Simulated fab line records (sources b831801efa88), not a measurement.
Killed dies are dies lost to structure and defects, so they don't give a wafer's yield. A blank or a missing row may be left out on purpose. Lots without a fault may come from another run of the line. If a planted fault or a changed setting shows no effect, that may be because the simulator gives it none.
2 desks, one fault | flow gf180mcu | each desk has only its own numbers; what lay behind them comes last

DESK OF THE TOOL OWNER: cvdW-01
The tool's own readings at GF_V5_CVD_23 (deposits W, target thk 350 nm, time 104.9 s): means of the sampled wafers that have a number, for each lot that ran on this tool. A lot is out of limits, marked OUT, if its mean lies more than 4 standard deviations from the usual mean; the brackets give that distance.
Columns: A = heaterPowerW at GF_V5_CVD_23, usual 897 W
lot  | first seen here | A
L973 | day 28 06:57    | 883
L974 | day 28 15:11    | 867
L979 | day 30 09:37    | 835
L986 | day 32 02:10    | 806
L987 | day 32 09:48    | 834
L988 | day 32 13:07    | 824
This desk found nothing out of limits on any of the 6 lots.

FROM THE METROLOGY DESK
Means of the sampled wafers that have a number, per lot and without regard to the tool the lot ran on: this is what the gauges read. A lot is out of limits, marked OUT, if its mean lies more than 4 standard deviations from the usual mean; the brackets give that distance.
Columns: A = V4_W_THK at GF_V4_THK_MEAS_25, usual 336 nm; B = V5_W_RS at GF_V5_RS_MEAS_24, usual 0.328 ohm/sq; C = V5_W_THK at GF_V5_THK_MEAS_25, usual 344 nm; D = TOP_METAL_ALCU_THK at GF_TOP_METAL_THK_MEAS_06, usual 893 nm
lot  | first seen here | A   | B               | C              | D
L971 | day 24 16:06    | 328 | 0.325           | 353            | 897
L973 | day 25 13:33    | 340 | 0.331           | 331            | 889
L974 | day 25 22:17    | 327 | 0.329           | 348            | 905
L979 | day 27 20:37    | 329 | 0.332           | 335            | 896
L986 | day 29 15:40    | 344 | 0.399 (+18) OUT | 294 (-8.6) OUT | 893
L987 | day 29 23:38    | 342 | 0.392 (+16) OUT | 299 (-7.8) OUT | 886
L988 | day 30 04:26    | 338 | 0.398 (+18) OUT | 294 (-8.6) OUT | 895
L989 | day 30 15:38    | 333 | 0.324           | 348            | 889
L990 | day 30 17:20    | 336 | 0.327           | 343            | 897
L991 | day 30 23:36    | 332 | 0.328           | 343            | 887
L994 | day 31 16:18    | 333 | 0.327           | 345            | 905
Per this desk, out of limits: L986, L987, L988; the first was L986, day 32 02:17 (V5_W_RS at GF_V5_RS_MEAS_24). L971, L973, L974, L979, L989, L990, L991, L994: within limits.

ALL TOGETHER
The metrology desk could have raised an alarm at day 32 02:17, on L986, L987, L988.
The desk of the tool owner found nothing out of limits.
Tool owner's desk: L986, L987, L988 on record, inside its limits.
Of the lots named, all ran GF_V5_CVD_23 on cvdW-01.

WHAT THE SIMULATOR PUT IN
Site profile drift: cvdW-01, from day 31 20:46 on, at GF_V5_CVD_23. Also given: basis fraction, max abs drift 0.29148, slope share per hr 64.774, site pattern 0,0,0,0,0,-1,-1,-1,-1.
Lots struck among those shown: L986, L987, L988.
Time in hours between the start of the fault and the first out-of-limits reading at each desk: metrology desk, 6.
